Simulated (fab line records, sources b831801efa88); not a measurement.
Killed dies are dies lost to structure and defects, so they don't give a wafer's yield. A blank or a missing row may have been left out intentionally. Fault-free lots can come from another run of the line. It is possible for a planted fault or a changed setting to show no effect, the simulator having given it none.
Which tool was responsible? / flow sky130 / Sampling: 14 lots, 42 wafers, 3 of 708 route steps

WHAT THE GAUGES READ, wafer by wafer
SKY_NWELL_TW_MEAS_26.
lot=L735; measured=day 5 19:01; on=film-metro-02; NWELL_2_TW=503 502 501
lot=L736; measured=day 6 04:31; on=film-metro-02; NWELL_2_TW=499 499 498
lot=L737; measured=day 6 13:40; on=film-metro-01; NWELL_2_TW=495 494 497
lot=L740; measured=day 7 03:23; on=film-metro-03; NWELL_2_TW=499 497 494
lot=L742; measured=day 7 12:05; on=film-metro-02; NWELL_2_TW=502 500 501
lot=L743; measured=day 7 19:25; on=film-metro-03; NWELL_2_TW=498 498 496
lot=L744; measured=day 8 00:47; on=film-metro-02; NWELL_2_TW=496 498 499
lot=L749; measured=day 9 08:24; on=film-metro-03; NWELL_2_TW=494 493 497
lot=L750; measured=day 9 14:40; on=film-metro-01; NWELL_2_TW=30 30 30
lot=L751; measured=day 9 22:45; on=film-metro-03; NWELL_2_TW=30 30 30
lot=L752; measured=day 10 06:36; on=film-metro-03; NWELL_2_TW=496 500 499
lot=L753; measured=day 10 13:44; on=film-metro-01; NWELL_2_TW=496 495 497
lot=L754; measured=day 10 20:06; on=film-metro-02; NWELL_2_TW=502 500 501
lot=L756; measured=day 11 00:56; on=film-metro-03; NWELL_2_TW=499 502 500

TOOL THAT RAN EACH LOT (tool first, then ch and the chambers of the sampled wafers, then the start)
lot=L735; SKY_NWELL_STRIP_14=plasma-asher-01 ch 0,1, day 5 00:41; SKY_NWELL_STRIP_25=plasma-asher-03 ch 0,1, day 5 18:55
lot=L736; SKY_NWELL_STRIP_14=plasma-asher-03 ch 0, day 5 09:28; SKY_NWELL_STRIP_25=plasma-asher-01 ch 0,1, day 6 04:25
lot=L737; SKY_NWELL_STRIP_14=plasma-asher-03 ch 0,1, day 5 17:52; SKY_NWELL_STRIP_25=plasma-asher-01 ch 0,1, day 6 13:34
lot=L740; SKY_NWELL_STRIP_14=plasma-asher-03 ch 0,1, day 6 07:35; SKY_NWELL_STRIP_25=plasma-asher-03 ch 0,1, day 7 03:17
lot=L742; SKY_NWELL_STRIP_14=plasma-asher-02 ch 0,1, day 6 16:35; SKY_NWELL_STRIP_25=plasma-asher-02 ch 0,1, day 7 11:59
lot=L743; SKY_NWELL_STRIP_14=plasma-asher-03 ch 0, day 6 23:04; SKY_NWELL_STRIP_25=plasma-asher-02 ch 0,1, day 7 19:19
lot=L744; SKY_NWELL_STRIP_14=plasma-asher-02 ch 0,1, day 7 03:44; SKY_NWELL_STRIP_25=plasma-asher-02 ch 0,1, day 8 00:41
lot=L749; SKY_NWELL_STRIP_14=plasma-asher-03 ch 0,1, day 8 10:06; SKY_NWELL_STRIP_25=plasma-asher-03 ch 0,1, day 9 08:19
lot=L750; SKY_NWELL_STRIP_14=plasma-asher-03 ch 0,1, day 8 17:05; SKY_NWELL_STRIP_25=plasma-asher-03 ch 0,1, day 9 14:34
lot=L751; SKY_NWELL_STRIP_14=plasma-asher-03 ch 0,1, day 9 00:52; SKY_NWELL_STRIP_25=plasma-asher-02 ch 0,1, day 9 22:40
lot=L752; SKY_NWELL_STRIP_14=plasma-asher-01 ch 0,1, day 9 08:27; SKY_NWELL_STRIP_25=plasma-asher-03 ch 0,1, day 10 06:31
lot=L753; SKY_NWELL_STRIP_14=plasma-asher-01 ch 0,1, day 9 14:25; SKY_NWELL_STRIP_25=plasma-asher-01 ch 0,1, day 10 13:39
lot=L754; SKY_NWELL_STRIP_14=plasma-asher-03 ch 0,1, day 9 21:03; SKY_NWELL_STRIP_25=plasma-asher-03 ch 0,1, day 10 20:01
lot=L756; SKY_NWELL_STRIP_14=plasma-asher-03 ch 0,1, day 10 02:35; SKY_NWELL_STRIP_25=plasma-asher-02 ch 0,1, day 11 00:50
- SKY_NWELL_STRIP_14: strips in O2/N2.
- SKY_NWELL_STRIP_25: strips in O2/N2.

WHAT THE TOOLS THEMSELVES READ (means of the sampled wafers that have a number; where no wafer has one, the mark that the record gives instead)
SKY_NWELL_STRIP_14.
lot=L735; tool=plasma-asher-01; chamber-pressure-mTorr (mTorr)=1500.9; drypump-motor-current-A (A)=5.3; oes-product-au (a.u.)=0.726; strip-time-to-endpoint-s (s)=36.90
lot=L736; tool=plasma-asher-03; chamber-pressure-mTorr (mTorr)=1500.3; drypump-motor-current-A (A)=5.4; oes-product-au (a.u.)=0.721; strip-time-to-endpoint-s (s)=36.85
lot=L737; tool=plasma-asher-03; chamber-pressure-mTorr (mTorr)=1500.7; drypump-motor-current-A (A)=5.9; oes-product-au (a.u.)=0.719; strip-time-to-endpoint-s (s)=37.01
lot=L740; tool=plasma-asher-03; chamber-pressure-mTorr (mTorr)=1498.9; drypump-motor-current-A (A)=5.9; oes-product-au (a.u.)=0.725; strip-time-to-endpoint-s (s)=36.84
lot=L742; tool=plasma-asher-02; chamber-pressure-mTorr (mTorr)=1498.7; drypump-motor-current-A (A)=5.3; oes-product-au (a.u.)=0.719; strip-time-to-endpoint-s (s)=37.12
lot=L743; tool=plasma-asher-03; chamber-pressure-mTorr (mTorr)=1499.3; drypump-motor-current-A (A)=5.4; oes-product-au (a.u.)=0.723; strip-time-to-endpoint-s (s)=36.84
lot=L744; tool=plasma-asher-02; chamber-pressure-mTorr (mTorr)=1499.0; drypump-motor-current-A (A)=5.3; oes-product-au (a.u.)=0.721; strip-time-to-endpoint-s (s)=36.90
lot=L749; tool=plasma-asher-03; chamber-pressure-mTorr (mTorr)=1500.2; drypump-motor-current-A (A)=5.6; oes-product-au (a.u.)=0.726; strip-time-to-endpoint-s (s)=36.85
lot=L750; tool=plasma-asher-03; chamber-pressure-mTorr (mTorr)=-; drypump-motor-current-A (A)=-; oes-product-au (a.u.)=-; strip-time-to-endpoint-s (s)=-
lot=L751; tool=plasma-asher-03; chamber-pressure-mTorr (mTorr)=-; drypump-motor-current-A (A)=-; oes-product-au (a.u.)=-; strip-time-to-endpoint-s (s)=-
lot=L752; tool=plasma-asher-01; chamber-pressure-mTorr (mTorr)=1498.8; drypump-motor-current-A (A)=5.3; oes-product-au (a.u.)=0.723; strip-time-to-endpoint-s (s)=36.82
lot=L753; tool=plasma-asher-01; chamber-pressure-mTorr (mTorr)=1499.7; drypump-motor-current-A (A)=5.6; oes-product-au (a.u.)=0.725; strip-time-to-endpoint-s (s)=36.75
lot=L754; tool=plasma-asher-03; chamber-pressure-mTorr (mTorr)=1501.3; drypump-motor-current-A (A)=5.9; oes-product-au (a.u.)=0.723; strip-time-to-endpoint-s (s)=36.83
lot=L756; tool=plasma-asher-03; chamber-pressure-mTorr (mTorr)=1498.7; drypump-motor-current-A (A)=5.9; oes-product-au (a.u.)=0.719; strip-time-to-endpoint-s (s)=36.79

SKY_NWELL_STRIP_25.
lot=L735; tool=plasma-asher-03; chamber-pressure-mTorr (mTorr)=1498.7; drypump-motor-current-A (A)=5.9; oes-product-au (a.u.)=0.719; strip-time-to-endpoint-s (s)=36.88
lot=L736; tool=plasma-asher-01; chamber-pressure-mTorr (mTorr)=1499.8; drypump-motor-current-A (A)=5.5; oes-product-au (a.u.)=0.718; strip-time-to-endpoint-s (s)=36.88
lot=L737; tool=plasma-asher-01; chamber-pressure-mTorr (mTorr)=1499.2; drypump-motor-current-A (A)=5.5; oes-product-au (a.u.)=0.723; strip-time-to-endpoint-s (s)=36.84
lot=L740; tool=plasma-asher-03; chamber-pressure-mTorr (mTorr)=1500.6; drypump-motor-current-A (A)=5.9; oes-product-au (a.u.)=0.723; strip-time-to-endpoint-s (s)=36.94
lot=L742; tool=plasma-asher-02; chamber-pressure-mTorr (mTorr)=1497.8; drypump-motor-current-A (A)=5.3; oes-product-au (a.u.)=0.724; strip-time-to-endpoint-s (s)=36.92
lot=L743; tool=plasma-asher-02; chamber-pressure-mTorr (mTorr)=1501.0; drypump-motor-current-A (A)=5.4; oes-product-au (a.u.)=0.725; strip-time-to-endpoint-s (s)=36.81
lot=L744; tool=plasma-asher-02; chamber-pressure-mTorr (mTorr)=1498.8; drypump-motor-current-A (A)=5.4; oes-product-au (a.u.)=0.720; strip-time-to-endpoint-s (s)=36.86
lot=L749; tool=plasma-asher-03; chamber-pressure-mTorr (mTorr)=1500.7; drypump-motor-current-A (A)=5.9; oes-product-au (a.u.)=0.722; strip-time-to-endpoint-s (s)=36.97
lot=L750; tool=plasma-asher-03; chamber-pressure-mTorr (mTorr)=1501.1; drypump-motor-current-A (A)=5.9; oes-product-au (a.u.)=0.745; strip-time-to-endpoint-s (s)=81.21
lot=L751; tool=plasma-asher-02; chamber-pressure-mTorr (mTorr)=1501.2; drypump-motor-current-A (A)=5.4; oes-product-au (a.u.)=0.738; strip-time-to-endpoint-s (s)=81.21
lot=L752; tool=plasma-asher-03; chamber-pressure-mTorr (mTorr)=1501.2; drypump-motor-current-A (A)=5.9; oes-product-au (a.u.)=0.723; strip-time-to-endpoint-s (s)=37.04
lot=L753; tool=plasma-asher-01; chamber-pressure-mTorr (mTorr)=1499.9; drypump-motor-current-A (A)=5.3; oes-product-au (a.u.)=0.724; strip-time-to-endpoint-s (s)=37.07
lot=L754; tool=plasma-asher-03; chamber-pressure-mTorr (mTorr)=1499.3; drypump-motor-current-A (A)=5.6; oes-product-au (a.u.)=0.724; strip-time-to-endpoint-s (s)=36.96
lot=L756; tool=plasma-asher-02; chamber-pressure-mTorr (mTorr)=1499.9; drypump-motor-current-A (A)=5.4; oes-product-au (a.u.)=0.726; strip-time-to-endpoint-s (s)=36.78

THE ANSWER, worked out from the rows above alone
Rule: what is usual is taken from the lots themselves. The widest of any qualifying gaps counts: lots, ordered by their means at a reading, are off when they make up no more than a third of the lots, leave a main group of 4 or more, and stand apart from it by 3 or more times the standard deviation of that group's means. If all means in a main group match to the digits the tables above print for the reading, that group is not used. Also off: a lot with no number at a reading for which 4 or more lots have one. All remaining lots with rows at the step are treated as sound. After the gauges, taken in route order, come the tools' own readings; for these a lot's mean is taken, as printed above. The first step at which some lot is off is used, and at that step the reading that is off furthest; a lot without a number counts as furthest.
Off: L750, L751, seen at SKY_NWELL_TW_MEAS_26 (NWELL_2_TW). Main group: mean 498, sd 2.3.
If a tool, at a process step before that reading, ran all the lots that are off and no sound lot after the first of them, it fits. Not tried: the gauges at SKY_NWELL_TW_MEAS_26; whatever is off there is also off at SKY_NWELL_STRIP_14, on other tools, and gauge error can't account for it. Not one of the candidates tried fits.

WHAT WAS PUT IN BY THE SIMULATOR
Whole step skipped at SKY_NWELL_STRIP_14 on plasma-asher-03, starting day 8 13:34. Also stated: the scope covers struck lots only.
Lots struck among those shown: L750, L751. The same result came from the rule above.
